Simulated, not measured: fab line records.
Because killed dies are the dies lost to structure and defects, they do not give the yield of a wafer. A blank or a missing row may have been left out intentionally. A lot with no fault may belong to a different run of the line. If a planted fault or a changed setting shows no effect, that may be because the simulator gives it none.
Matching of chambers ; flow sky130 ; pecvd-02 running SKY_CONTACT_CVD_00: 3 sister chambers
The step deposits Si3N4, target thk 75 nm. 3 wafers are shown with their chamber, then 7 later ones without.

== WAFERS WITH THEIR CHAMBER ==
wafer;chamber;heater-power-w (W)
L800.6;2;659
L806.3;0;581
L806.4;1;804

== WAFERS MISSING THEIR CHAMBER ==
wafer;heater-power-w (W)
L806.6;591
L811.1;846
L811.2;644
L811.6;543
L812.1;855
L812.2;687
L812.6;845

== CHAMBER TAKEN BY EACH ==
wafer;from the rows above;in truth
L806.6;can't be placed: 0 or 2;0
L811.1;1;1
L811.2;can't be placed: 2 or 0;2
L811.6;0;0
L812.1;1;1
L812.2;2;2
L812.6;1;1
5 of 7 placed correctly. Cannot be placed on the basis of these rows: 2; the candidates contain the true chamber in 2. Wrongly placed: 0.
How it was worked out, from the rows above alone: a wafer's distance from a chamber is the root of the sum, over the readings, of the square of ((its reading less the chamber's mean) divided by the reading's scatter). The wafer belongs to the nearest chamber; if the next one is less than 2 further off, it can't be placed. Each chamber's mean is taken over the wafers shown for it. The scatter: root of mean squared gap, hidden wafer to nearest shown wafer, with one shown wafer a chamber.
